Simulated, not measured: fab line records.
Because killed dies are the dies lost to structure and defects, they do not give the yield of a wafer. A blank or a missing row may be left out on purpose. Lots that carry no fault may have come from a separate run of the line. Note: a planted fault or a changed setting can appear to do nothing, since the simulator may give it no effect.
The tool behind it: which one? | flow sfq_line | 14 lots, 42 wafers sampled, at 1 step of a route of 325

## WHAT THE GAUGES SHOWED, per wafer
The record lacks any reading of a measuring or inspecting step that a usual standard deviation could be used to judge.

## TOOL THAT RAN EACH LOT (tool first, then ch and the chambers of the sampled wafers, then the start)
lot  | SFQ_TRILAYER_R5_ETCH_METAL_ETCH_139
L251 | rie_metal-04 ch 0,1, day 53 22:42
L252 | rie_metal-03 ch 1, day 53 23:58
L253 | rie_metal-04 ch 0,1, day 54 02:31
L256 | rie_metal-04 ch 1, day 59 13:32
L258 | rie_metal-03 ch 0,1, day 59 19:28
L259 | rie_metal-03 ch 0,1, day 60 00:17
L260 | rie_metal-04 ch 0,1, day 60 01:28
L261 | rie_metal-02 ch 0,1, day 65 08:37
L264 | rie_metal-02 ch 0,1, day 67 18:12
L265 | rie_metal-04 ch 0,1, day 67 20:37
L266 | rie_metal-04 ch 1, day 67 23:00
L270 | rie_metal-03 ch 0,1, day 68 07:11
L271 | rie_metal-02 ch 0,1, day 68 08:23
L272 | rie_metal-03 ch 0,1, day 68 09:35
- SFQ_TRILAYER_R5_ETCH_METAL_ETCH_139: etches the open film in Cl2, stops on SiO2, target depth 60 nm, time 40 s.

## WHAT THE TOOLS THEMSELVES READ (means of the sampled wafers that have a number; where no wafer has one, the mark that the record gives instead)
SFQ_TRILAYER_R5_ETCH_METAL_ETCH_139.
lot  | tool         | drypump_motor_current_A (A) | oes_product_au (a.u.)
L251 | rie_metal-04 | 5.0                         | 0.995
L252 | rie_metal-03 | 6.1                         | 0.984
L253 | rie_metal-04 | 5.0                         | 0.996
L256 | rie_metal-04 | 4.8                         | 0.991
L258 | rie_metal-03 | 5.7                         | 0.988
L259 | rie_metal-03 | 5.9                         | 0.985
L260 | rie_metal-04 | 5.3                         | 0.994
L261 | rie_metal-02 | 6.4                         | 0.991
L264 | rie_metal-02 | 6.4                         | 0.984
L265 | rie_metal-04 | 5.0                         | 0.953
L266 | rie_metal-04 | 4.7                         | 0.946
L270 | rie_metal-03 | 5.9                         | 0.985
L271 | rie_metal-02 | 6.5                         | 0.993
L272 | rie_metal-03 | 5.7                         | 0.984

## THE ANSWER, worked out from the rows above alone
Rule: the usual values come from the lots themselves. The widest of any qualifying gaps counts: lots, ordered by their means at a reading, are off when they make up no more than a third of the lots, leave a main group of 4 or more, and stand apart from it by 3 or more times the standard deviation of that group's means. A main group whose means are all the same, to the digits that the tables above print for the reading, isn't used. Also off: a lot with no number at a reading for which 4 or more lots have one. Any other lot the step has rows for is counted as sound. Order of review: gauges by route order, followed by the tools' own readings, for which a lot's mean as printed above is used. At the first step where some lot is off, the reading lying furthest off is the one used; lots without a number count as furthest.
Off: L265, L266 (SFQ_TRILAYER_R5_ETCH_METAL_ETCH_139, oes_product_au). For the main group the mean is 0.989 a.u. and the standard deviation 0.0045.
A tool fits if, at that step or a process step before it, it ran every lot that is off, and no sound lot after the first of them. One fits: SFQ_TRILAYER_R5_ETCH_METAL_ETCH_139 on rie_metal-04. A fault onset in the window from L260 (day 60 01:28, its last sound lot) to L265 (day 67 20:37, its first lot off) fits.
On the lots that are off, the tool's own readings at SFQ_TRILAYER_R5_ETCH_METAL_ETCH_139 differ by more than 5 times the standard deviation of the sound lots' means, which bears it out; oes_product_au reads 0.950 a.u. there versus 0.989 a.u. on the sound lots.

## WHAT WAS PUT IN BY THE SIMULATOR
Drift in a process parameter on rie_metal-04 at SFQ_TRILAYER_R5_ETCH_METAL_ETCH_139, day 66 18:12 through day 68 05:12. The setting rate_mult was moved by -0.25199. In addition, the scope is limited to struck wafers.
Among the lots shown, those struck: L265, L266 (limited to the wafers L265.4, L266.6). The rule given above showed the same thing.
